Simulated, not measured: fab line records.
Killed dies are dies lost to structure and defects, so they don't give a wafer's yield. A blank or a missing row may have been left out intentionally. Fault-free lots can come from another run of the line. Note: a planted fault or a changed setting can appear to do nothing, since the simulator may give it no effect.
Matching of chambers | flow gf180mcu | 3 sister chambers for GF_V4_CVD_02 on pecvd-02
The step deposits SiO2 from TEOS, target thk 850 nm, time 94.851 s. 6 wafers are shown with their chamber, then 8 later ones without.

## WAFERS PAIRED WITH THEIR CHAMBERS
wafer  | chamber | heater power w (W) | rf fwd power W (W)
L089.4 | 1       | 794                | 596.0
L089.6 | 0       | 571                | 594.9
L091.1 | 2       | 692                | 600.4
L091.3 | 0       | 540                | 595.9
L091.4 | 2       | 719                | 598.4
L092.2 | 1       | 654                | 594.2

## WAFERS MISSING THEIR CHAMBER
wafer  | heater power w (W) | rf fwd power W (W)
L092.5 | 709                | 596.3
L092.6 | 711                | 596.3
L096.3 | 693                | 602.1
L096.4 | 468                | 596.3
L096.5 | 759                | 599.2
L097.2 | 755                | 595.2
L097.4 | 786                | 598.7
L097.6 | 480                | 597.0

## WHICH CHAMBER EACH WENT THROUGH
wafer  | from the rows above          | in truth
L092.5 | can't be placed: 1 or 2 or 0 | 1
L092.6 | can't be placed: 1 or 2 or 0 | 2
L096.3 | 2                            | 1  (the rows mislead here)
L096.4 | 0                            | 0
L096.5 | 2                            | 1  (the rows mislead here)
L097.2 | 1                            | 1
L097.4 | can't be placed: 2 or 1      | 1
L097.6 | 0                            | 0
Placed correctly: 3 of 8. Unplaceable from these rows: 3, with the true chamber sitting among the candidates in 3. Placed wrongly: 2.
How it was worked out, from the rows above alone: a wafer's distance from a chamber is the root of the sum, over the readings, of the square of ((its reading less the chamber's mean) divided by the reading's scatter). If the next closest chamber is less than 2 further off than the closest, the wafer can't be placed; otherwise it belongs to the closest. For every chamber, the mean is computed from those of its wafers that are shown. The scatter is the square root of a quotient: the sum, over the shown wafers, of each reading's squared deviation from its chamber's mean, divided by wafers minus chambers.
